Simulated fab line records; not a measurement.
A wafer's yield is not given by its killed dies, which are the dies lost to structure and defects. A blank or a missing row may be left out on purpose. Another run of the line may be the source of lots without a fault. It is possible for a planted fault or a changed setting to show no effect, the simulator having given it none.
Struck lot and sound lot, side by side    flow sky130    15 steps out of a route of 708
Sound: the wafers L931.2, L931.3, L931.6. Struck: wafer L939.2; the same lot's L939.4 was not struck, so it is left out; see the end for the cause.
Each step with rows lists, per side, the tool, then ch with its chambers, then its first start. Under that, the readings that differ: sound wafers    struck wafers    difference of the means    sigmas: that difference in standard deviations of wafers without a fault.
alike: same words and numbers on both sides, and readings whose means sit less than 2 such deviations apart. not compared: any withheld reading, any reading some wafer has no value for, any bound like >300 that may hide the same value, and any number with overlapping values for which the record gives no deviation.
A row with sigmas, a row that says differs or no value, or rows on one side alone: a step with any of these is where the two part. When numbers do not overlap yet have no deviation, they are printed without sigmas and do not part them. Lack of a reading on every wafer of one side parts them only where that side has two or more wafers.

first, 8 steps without rows for these wafers: SKY_FIELD_ISO_DEHYDRATE_05 (time 60 s); SKY_FIELD_ISO_HMDS_06 (prime time 60 s); SKY_FIELD_ISO_COAT_07 (resist thk 60 nm); SKY_FIELD_ISO_COAT_08 (resist thk 450 nm); SKY_FIELD_ISO_SOFTBAKE_09 (time 90 s); SKY_FIELD_ISO_EXPOSE_10 (exposes mask FOM, target cd 150 nm); SKY_FIELD_ISO_PEB_11; SKY_FIELD_ISO_DEVELOP_12 (develop time 60 s).
SKY_FIELD_ISO_CD_MEAS_13: target cd 150 nm.
  sound on cd_sem-01 at day 3 22:59; struck on cd_sem-01 at day 5 15:10
  alike: cd_nm
SKY_FIELD_ISO_ETCH_14: etches BARC in N2/H2, stops on SiO2, time 45.9 s, target depth 60 nm.
  sound on rie_diel-04 ch 0,1,3, day 3 23:05; struck on rie_diel-03 ch 3, day 5 15:16
reading                 sound                 struck  difference  sigmas
throttle_valve_pct (%)  13.233 13.222 13.217  13.246  +0.022      +3
  alike: drypump_motor_current_A, oes_product_au, run_length_s
  not compared: rf_hours_counter_h
SKY_FIELD_ISO_ETCH_15: etches the open film in CHF3/O2, stops on Si, target depth 180 nm, time 72 s.
  sound on rie_diel-04 ch 0,1,3, day 3 23:07; struck on rie_diel-03 ch 3, day 5 15:19
reading           sound              struck  difference  sigmas
run_length_s (s)  100.0 100.6 101.1  99.8    -0.8        -2
  alike: drypump_motor_current_A, oes_product_au, throttle_valve_pct
  not compared: rf_hours_counter_h
SKY_FIELD_ISO_STRIP_16: strips in O2/N2.
  sound on plasma_asher-03 ch 0,1, day 3 23:11; struck on plasma_asher-03 ch 1, day 5 15:22
  alike: drypump_motor_current_A, o2_flow_sccm, oes_product_au, strip_time_to_endpoint_s
  not compared: rf_hours_counter_h
SKY_FIELD_ISO_ETCH_17: etches Si in HBr/Cl2/O2, target depth 342 nm, time 97.7 s.
  sound on rie_si-02 ch 0,3, day 3 23:17; struck on rie_si-01 ch 3, day 5 15:28
reading                                sound              struck  difference  sigmas
drypump_motor_current_A (A)            4.7 6.0 4.7        6.3     +1.2        +2
run_length_s (s)                       126.7 125.2 127.2  139.3   +12.9       +19
model.FIELD_ISO.feature_depth_nm (nm)  337.3 340.2 337.8  385.9   +47.5       
model.etch.depth_nm (nm)               337.3 340.2 337.8  385.9   +47.5       
  alike: oes_product_au, throttle_valve_pct
  not compared: rf_hours_counter_h
then, 1 step without rows for these wafers: SKY_FIELD_ISO_WET_ETCH_18 (etches Si3N4 in H3PO4, target depth 25 nm, time 286 s).
-- the record jumps here: 44 days lie between the struck wafers' starts before and after (it left off in module FIELD_ISO and takes up again in module PAD_OPEN, whose first step shown is number 708 of the route) --
SKY_PAD_OPEN_PROBE_99:
  sound on prober-01 at day 47 23:09; struck on prober-01 at day 49 17:22
reading                                  sound                          struck     difference  sigmas
model.etest.res_p_drift_20v.line_ohm_um  1.091e+04 1.11e+04 1.081e+04   1.663e+04  +5.690e+03  
model.etest.res_p_drift_20v.rs_ohm_sq    9180 9324 9162                 1.394e+04  +4.718e+03  
model.etest.pfet_16v.r_on_ohm_um         1.508e+04 1.506e+04 1.514e+04  1.744e+04  +2.347e+03  
model.etest.res_iso_pwell.rs_ohm_sq      2893 2982 2912                 4245       +1316       
model.etest.res_iso_pwell.line_ohm_um    1083 1121 1079                 1598       +504        
model.etest.res_nwell.line_ohm_um        1099 1123 1108                 1448       +338        
model.etest.res_nwell.rs_ohm_sq          897.8 920.2 905                1219       +311        
  alike: killed_at_M0_to_M3, killed_at_M4_up, killed_at_contacts, killed_at_front_end, killed_at_other, killed_dies, killed_open, killed_short
  not compared: model.etest.nfet_16v.r_on_ohm_um

## WHERE THEY PART
First at SKY_FIELD_ISO_ETCH_14; last, within this record, at SKY_FIELD_ISO_ETCH_17. Later steps at which nothing parts them and some readings are alike: SKY_PAD_OPEN_PROBE_99.

WHY: what the simulator had put in
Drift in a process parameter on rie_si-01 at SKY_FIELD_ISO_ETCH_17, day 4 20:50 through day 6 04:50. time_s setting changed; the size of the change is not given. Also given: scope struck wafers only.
